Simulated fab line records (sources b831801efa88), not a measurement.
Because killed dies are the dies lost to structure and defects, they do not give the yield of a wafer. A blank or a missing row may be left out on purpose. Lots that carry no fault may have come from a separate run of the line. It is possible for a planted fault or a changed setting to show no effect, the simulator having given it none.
Chamber matching	flow gf180mcu	4 sister chambers for GF_V5_ETCH_16 on rie_diel-04
The step etches BARC in N2/H2. 8 wafers are shown with their chamber, then 9 later ones without.

WAFERS, EACH WITH ITS CHAMBER
wafer	chamber	drypump_motor_current_A (A)	oes_product_au (a.u.)
L077.4	3	5.9	0.859
L082.1	1	5.2	0.859
L082.2	3	6.0	0.856
L088.2	0	5.6	0.863
L088.5	2	5.9	0.853
L089.2	1	5.1	0.856
L089.3	2	5.9	0.855
L089.5	0	5.6	0.853

WAFERS MISSING THEIR CHAMBER
wafer	drypump_motor_current_A (A)	oes_product_au (a.u.)
L091.2	5.7	0.857
L091.3	5.2	0.854
L091.4	6.0	0.853
L092.1	5.1	0.854
L092.2	6.0	0.853
L092.4	5.9	0.853
L096.1	5.9	0.859
L096.2	5.2	0.858
L096.5	5.9	0.845

CHAMBER TAKEN BY EACH
wafer	from the rows above	in truth
L091.2	0	0
L091.3	1	1
L091.4	can't be placed: 3 or 2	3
L092.1	1	1
L092.2	can't be placed: 3 or 2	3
L092.4	can't be placed: 2 or 3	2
L096.1	can't be placed: 3 or 2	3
L096.2	1	1
L096.5	can't be placed: 2 or 3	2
Placed correctly: 4 of 9. Not placeable from these rows: 5 (in 5, the candidates include the true chamber). Placed wrongly: 0.
How it was worked out, from the rows above alone: a wafer's distance from a chamber is the root of the sum, over the readings, of the square of ((its reading less the chamber's mean) divided by the reading's scatter). The wafer belongs to the nearest chamber; if the next one is less than 2 further off, it can't be placed. A chamber's mean is the mean of its shown wafers. How the scatter is found: for the shown wafers, subtract from each reading the mean of its chamber, square and add these, divide the total by (wafers less chambers), then take the root.
